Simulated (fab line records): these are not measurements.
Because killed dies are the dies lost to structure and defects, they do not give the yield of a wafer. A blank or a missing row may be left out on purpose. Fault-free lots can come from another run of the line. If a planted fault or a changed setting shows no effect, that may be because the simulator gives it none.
fab line records	flow sky130
record lots=12	wafers=36	lastDay=50
route steps=708 shown NWELL@77 VT_ADJUST_LVTN@115 SONOS_ONO@183
lots with no fault: from the same line, run without faults
startH: the number of hours between the record's first day and the start of the first shown wafer of the lot	waitH: hours from the lot's prior step to this one	" the same as in the row above	L1.1+2: a single row standing in for several wafers	- no value, or no start given	* or withheld: withheld	< > ~ a bound
route shown NAME@n: a module of which the file shows steps, and the number in the route of the first	usual: average and standard deviation across the fault-free wafers	same: alike in all rows	chamber/n: place in a boat	sites: readings site by site	_std_site: how widely they spread, as a standard deviation	_edge_site: the outer-site mean with the inner-site mean subtracted	radiusMm: for every site, how far away it sits from the centre of the wafer	mask NAME#n: copy n	behind: tool/chamber where the wafer was last shaped	hold: reason for holding the lot/hours on hold/outcome of the hold	device: the transistor (n, p or np) that didn't switch	end of line: the route-end tests of the same wafers	a step given without rows: its recipe and nothing more	killed: at the first sort, the dies lost to defects and structure; wafer yield is something else	map: dies across one wafer; x = killed, . = not, _ = none there
set.NAME: the setting the step ran with; set.NAME@STEP: the setting that earlier step ran with	model.NAME: the simulator's own value behind a step, which no gauge read
a sample of lots followed through the steps of the route, with each step as a table and each wafer as a row
services: a tool's chamber out of use, with start hour (startH, from the record's first day; less than 0 if before it), hours out, and reason
## steps
# step SKY_NWELL_IMPLANT_24
# recipe species=B	energyKev=140	doseCm2=9.2e+12	tiltDeg=withheld
# usual beamEnergyKeV=140.01/0.041	doseIonsCm2=9.2e+12/9.7e+09	faradayCurrentUA=52.0/1.1
# same implantIonAmu=11
lot.wafer	tool	chamber	startH	waitH	beamEnergyKeV	doseIonsCm2	faradayCurrentUA
L997.1	implanter-01	0	96.65	0.0	139.99	9.182e+12	50.6
L997.3	"	0	"	"	140.03	9.188e+12	50.8
L997.5	"	0	"	"	140.02	9.196e+12	51.3
L999.2	implanter-04	0	113.42	0.0	139.99	9.21e+12	52.9
L999.4	"	0	"	"	139.99	9.206e+12	50.7
L999.5	"	0	"	"	140.03	9.204e+12	51.4
L104.1	implanter-01	0	151.21	0.0	139.95	9.202e+12	52.1
L104.5	"	0	"	"	139.96	9.189e+12	52.5
L104.6	"	0	"	"	139.98	9.199e+12	50.4
L106.1	implanter-01	0	162.56	0.0	140.02	9.209e+12	51.5
L106.3	"	0	"	"	140.01	9.198e+12	51.9
L106.5	"	0	"	"	139.98	9.198e+12	51.9
L107.3	implanter-01	0	164.00	0.1	140.00	9.202e+12	50.7
L107.5	"	0	"	"	139.95	9.203e+12	52.2
L107.6	"	0	"	"	139.98	9.207e+12	50.0
L109.1	implanter-01	0	175.35	0.0	140.03	3.762e+12	20.6
L109.3	"	0	"	"	140.07	3.79e+12	21.8
L109.4	"	0	"	"	140.02	3.774e+12	21.4
L112.2	implanter-01	0	193.57	0.0	140.00	3.76e+12	21.8
L112.4	"	0	"	"	140.01	3.766e+12	20.1
L112.5	"	0	"	"	140.00	3.772e+12	21.0
L114.2	implanter-04	0	204.18	0.0	140.00	9.201e+12	51.6
L114.4	"	0	"	"	139.99	9.198e+12	51.5
L114.5	"	0	"	"	140.07	9.201e+12	53.8
L113.3	implanter-01	0	206.00	0.1	140.04	3.782e+12	20.9
L113.5	"	0	"	"	139.99	3.777e+12	20.9
L113.6	"	0	"	"	139.99	3.763e+12	20.7
L115.4	implanter-02	0	214.32	0.1	140.01	9.194e+12	51.4
L115.5	"	0	"	"	140.04	9.194e+12	51.0
L115.6	"	0	"	"	140.01	9.213e+12	52.8
L118.1	implanter-02	0	255.21	0.0	139.97	9.199e+12	51.2
L118.3	"	0	"	"	140.02	9.21e+12	53.0
L118.6	"	0	"	"	139.98	9.193e+12	51.4
L120.1	implanter-02	0	256.56	0.0	140.01	9.197e+12	51.4
L120.2	"	0	"	"	139.97	9.217e+12	55.4
L120.3	"	0	"	"	139.98	9.206e+12	52.2
# step SKY_NWELL_STRIP_25
# recipe chemistry=O2/N2	powerW=1400	pressureMtorr=1500	platenTempC=withheld	o2FlowSccm=3000	n2FlowSccm=300	overashFraction=0.5
# usual drypumpMotorCurrentA=5.5/0.37	n2FlowSccm=300.0/0.79	oesProductAu=0.722/0.004	stripTimeToEndpointS=36.92/0.095
lot.wafer	tool	chamber	startH	waitH	drypumpMotorCurrentA	n2FlowSccm	oesProductAu	rfHoursCounterH	stripTimeToEndpointS
L997.1	plasmaAsher-04	0	96.80	0.1	5.6	299.3	0.724	44	36.85
L997.3	"	0	"	"	5.6	299.5	0.722	-	36.83
L997.5	"	1	"	"	5.9	300.3	0.720	-	36.65
L999.2	plasmaAsher-02	1	113.55	0.1	6.1	300.4	0.721	47	37.02
L999.4	"	0	"	"	5.9	300.0	0.722	-	37.02
L999.5	"	0	"	"	5.8	299.4	0.723	-	37.00
L104.1	plasmaAsher-04	0	151.36	0.1	5.6	299.2	0.722	51	37.05
L104.5	"	1	"	"	5.9	300.4	0.725	-	37.00
L104.6	"	0	"	"	5.6	298.0	0.724	-	36.97
L106.1	plasmaAsher-01	1	162.71	0.1	5.2	299.7	0.717	25	36.85
L106.3	"	0	"	"	5.1	299.7	0.722	-	36.76
L106.5	"	1	"	"	5.2	300.3	0.725	-	36.78
L107.3	plasmaAsher-02	1	164.13	0.1	6.2	300.0	0.726	-	37.02
L107.5	"	1	"	"	6.2	299.0	0.726	-	36.95
L107.6	"	0	"	"	5.9	298.2	0.726	-	37.04
L109.1	plasmaAsher-01	0	175.50	0.1	5.2	300.7	0.728	26	37.04
L109.3	"	0	"	"	5.1	300.2	0.722	-	36.99
L109.4	"	1	"	"	5.2	299.4	0.720	-	37.01
L112.2	plasmaAsher-01	0	193.70	0.1	5.2	299.9	0.728	28	36.93
L112.4	"	1	"	"	5.1	299.8	0.719	-	36.84
L112.5	"	0	"	"	5.1	299.0	0.731	-	36.90
L114.2	plasmaAsher-01	1	204.31	0.1	5.2	300.0	0.727	29	37.16
L114.4	"	1	"	"	5.2	300.3	0.714	-	37.13
L114.5	"	1	"	"	5.2	299.3	0.726	-	37.11
L113.3	plasmaAsher-01	0	206.13	0.1	5.1	298.7	0.716	-	36.89
L113.5	"	1	"	"	5.2	299.7	0.725	-	36.98
L113.6	"	0	"	"	5.1	299.4	0.720	-	36.92
L115.4	plasmaAsher-01	1	214.43	0.1	5.1	299.0	0.723	-	36.70
L115.5	"	0	"	"	5.1	301.6	0.717	-	36.79
L115.6	"	1	"	"	5.2	299.3	0.728	-	36.86
L118.1	plasmaAsher-01	0	255.36	0.1	5.1	300.0	0.723	34	36.95
L118.3	"	1	"	"	5.2	298.3	0.716	-	36.86
L118.6	"	1	"	"	5.2	299.4	0.721	-	36.83
L120.1	plasmaAsher-04	0	256.71	0.1	5.6	300.0	0.721	62	36.93
L120.2	"	1	"	"	5.9	300.0	0.721	62	36.87
L120.3	"	1	"	"	5.9	299.8	0.722	-	36.88
# step SKY_NWELL_TW_MEAS_26
# usual NWELL_2_TW=496/3.1
lot.wafer	tool	chamber	startH	waitH	NWELL_2_TW
L997.1	filmMetro-02	-	96.90	0.1	498
L997.3	"	-	"	"	495
L997.5	"	-	"	"	497
L999.2	filmMetro-02	-	113.66	0.1	498
L999.4	"	-	"	"	499
L999.5	"	-	"	"	500
L104.1	filmMetro-01	-	151.46	0.1	487
L104.5	"	-	"	"	487
L104.6	"	-	"	"	488
L106.1	filmMetro-01	-	162.81	0.1	491
L106.3	"	-	"	"	489
L106.5	"	-	"	"	488
L107.3	filmMetro-02	-	164.22	0.1	496
L107.5	"	-	"	"	498
L107.6	"	-	"	"	496
L109.1	filmMetro-01	-	175.60	0.1	376
L109.3	"	-	"	"	375
L109.4	"	-	"	"	376
L112.2	filmMetro-02	-	193.81	0.1	381
L112.4	"	-	"	"	380
L112.5	"	-	"	"	383
L114.2	filmMetro-03	-	204.42	0.1	497
L114.4	"	-	"	"	494
L114.5	"	-	"	"	497
L113.3	filmMetro-02	-	206.22	0.1	379
L113.5	"	-	"	"	378
L113.6	"	-	"	"	379
L115.4	filmMetro-02	-	214.53	0.1	496
L115.5	"	-	"	"	498
L115.6	"	-	"	"	495
L118.1	filmMetro-03	-	255.46	0.1	496
L118.3	"	-	"	"	496
L118.6	"	-	"	"	497
L120.1	filmMetro-03	-	256.81	0.1	498
L120.2	"	-	"	"	495
L120.3	"	-	"	"	493
# step SKY_VT_ADJUST_LVTN_OVL_MEAS_18
# usual VT_ADJUST_LVTN_01_OVL=-1.9/1.8
lot.wafer	tool	chamber	startH	waitH	VT_ADJUST_LVTN_01_OVL[nm]
L997.1	overlay-02	-	152.69	0.1	-1.6
L997.3	"	-	"	"	-2.1
L997.5	"	-	"	"	-2.2
L999.2	overlay-02	-	170.07	0.1	-4.0
L999.4	"	-	"	"	-2.8
L999.5	"	-	"	"	-4.9
L104.1	overlay-02	-	213.54	0.1	-1.6
L104.5	"	-	"	"	-1.7
L104.6	"	-	"	"	-1.9
L106.1	overlay-01	-	225.84	0.1	-4.4
L106.3	"	-	"	"	-3.6
L106.5	"	-	"	"	-4.0
L107.3	overlay-02	-	226.87	0.1	-1.8
L107.5	"	-	"	"	-1.4
L107.6	"	-	"	"	-0.2
L109.1	overlay-02	-	241.29	0.1	-0.9
L109.3	"	-	"	"	-2.3
L109.4	"	-	"	"	-3.1
L112.2	overlay-02	-	262.64	0.1	-1.7
L112.4	"	-	"	"	-1.9
L112.5	"	-	"	"	-2.3
L114.2	overlay-02	-	274.69	0.1	-3.0
L114.4	"	-	"	"	-2.5
L114.5	"	-	"	"	-3.8
L113.3	overlay-02	-	276.60	0.1	2.5
L113.5	"	-	"	"	1.0
L113.6	"	-	"	"	2.4
L115.4	overlay-01	-	285.44	0.1	-4.0
L115.5	"	-	"	"	-5.0
L115.6	"	-	"	"	-5.4
L118.1	overlay-01	-	329.61	0.1	-2.7
L118.3	"	-	"	"	-3.1
L118.6	"	-	"	"	-3.1
L120.1	overlay-02	-	330.97	0.1	-0.4
L120.2	"	-	"	"	-1.9
L120.3	"	-	"	"	-0.7
# step SKY_SONOS_ONO_ETCH_15
# recipe targetDepthNm=19.52	chemistry=CHF3/O2	sourceW=600	biasW=200	pressureMtorr=40	chf3FlowSccm=50	O2_flow_sccm=5	timeS=7.8
# usual drypumpMotorCurrentA=5.5/0.55	oesProductAu=0.997/0.011	throttleValvePct=8.825/0.0088
lot.wafer	tool	chamber	startH	waitH	drypumpMotorCurrentA	oesProductAu	rfHoursCounterH	throttleValvePct
L997.1	rieDiel-03	1	265.83	0.0	5.8	0.998	14	8.833
L997.3	"	2	"	"	6.1	1.004	92	8.828
L997.5	"	0	"	"	5.5	0.995	-	8.811
L999.2	rieDiel-04	1	286.42	0.0	4.8	0.977	58	8.822
L999.4	"	2	"	"	4.7	0.992	113	8.822
L999.5	"	1	"	"	4.8	0.994	-	8.827
L104.1	rieDiel-03	1	338.72	0.0	5.8	0.997	15	8.838
L104.5	"	2	"	"	6.1	1.003	-	8.821
L104.6	"	3	"	"	4.7	1.006	-	8.834
L107.3	rieDiel-03	3	357.27	0.0	4.7	1.001	9	8.825
L107.5	"	1	"	"	5.8	0.986	-	8.813
L107.6	"	2	"	"	6.1	1.005	-	8.835
L106.1	rieDiel-01	3	357.33	0.0	6.0	0.996	101	8.816
L106.3	"	1	"	"	5.4	1.013	69	8.838
L106.5	"	2	"	"	5.9	0.997	-	8.842
L109.1	rieDiel-01	1	373.78	0.0	5.4	1.024	69	8.825
L109.3	"	2	"	"	5.9	1.007	8	8.834
L109.4	"	0	"	"	5.0	0.975	87	8.819
L112.2	rieDiel-04	2	401.83	0.0	4.7	0.975	0	8.822
L112.4	"	3	"	"	5.8	1.000	32	8.835
L112.5	"	0	"	"	6.4	0.985	-	8.812
L114.2	rieDiel-03	2	411.99	0.0	6.1	1.010	94	8.832
L114.4	"	0	"	"	5.5	1.002	11	8.832
L114.5	"	2	"	"	6.1	0.998	-	8.838
L113.3	rieDiel-03	2	416.19	0.0	6.1	1.006	94	8.820
L113.5	"	0	"	"	5.5	1.004	-	8.834
L113.6	"	1	"	"	5.8	1.014	-	8.831
L115.4	rieDiel-04	2	428.22	0.0	4.7	0.996	1	8.826
L115.5	"	1	"	"	4.8	0.968	-	8.822
L115.6	"	2	"	"	4.7	0.991	-	8.825
L118.1	rieDiel-04	0	480.18	0.0	6.4	1.001	71	8.835
L118.3	"	3	"	"	5.8	1.001	34	8.819
L118.6	"	0	"	"	6.4	0.996	-	8.818
L120.1	rieDiel-03	2	482.97	0.0	6.1	0.991	0	8.825
L120.2	"	0	"	"	5.5	0.991	12	8.836
L120.3	"	3	"	"	4.7	0.992	12	8.816
## services
tool	chamber	startH	hours	kind
implanter-01	-	75.02	0.6	repair
implanter-01	-	87.77	2.5	repair
rieDiel-04	3	91.65	1.6	repair
plasmaAsher-01	-	102.54	28.1	pm
implanter-01	-	125.53	1.8	repair
implanter-02	-	125.92	4.7	pm
implanter-01	-	133.93	6.3	pm
rieDiel-03	0	147.29	2.8	repair
implanter-02	-	152.98	4.2	pm
plasmaAsher-01	-	159.40	2.5	repair
implanter-02	-	165.81	1.4	repair
rieDiel-03	-	189.18	2.8	pm
rieDiel-04	-	202.94	2.6	repair
implanter-01	-	220.70	0.8	repair
rieDiel-04	3	224.47	2.5	repair
rieDiel-03	2	279.82	33.5	repair
rieDiel-03	1	296.06	2.3	repair
rieDiel-04	1	309.19	4.5	repair
plasmaAsher-01	-	320.77	2.0	repair
rieDiel-04	-	337.86	1.2	repair
plasmaAsher-01	-	346.25	8.3	repair
implanter-01	-	365.05	3.2	pm
rieDiel-04	0	405.02	11.4	repair
plasmaAsher-01	-	452.35	1.1	repair
## key
firstSign step=SKY_NWELL_IMPLANT_24	reading=doseIonsCm2	direction=down	sigmas=99+	usual=*	struck=*
effect step=SKY_NWELL_IMPLANT_24	reading=faradayCurrentUA	direction=down	sigmas=28	usual=52.0	struck=21.0
effect step=SKY_NWELL_TW_MEAS_26	reading=NWELL_2_TW	direction=down	sigmas=37	usual=496	struck=379
metAt SKY_NWELL_IMPLANT_24
struckLots L109,L112,L113
testerLeftOut L109,L112,L113
notActingAt SKY_NWELL_STRIP_25,SKY_VT_ADJUST_LVTN_OVL_MEAS_18,SKY_SONOS_ONO_ETCH_15
onsetBetween 164.00 175.35
fault kind=processParameterDrift	tool=implanter-01	chamber=-	onsetH=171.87	steps=SKY_NWELL_IMPLANT_24	channel=doseCm2	offset=*	shape=step	endH=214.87	actsIn=*	stated=*
# testerLeftOut: of these lots the tester's yield and bins aren't shown, on N5 and GAA mostly nor the transistor test; their killed dies are dies lost to structure and defects alone, not to doping, threshold or leakage, so they don't give the yield
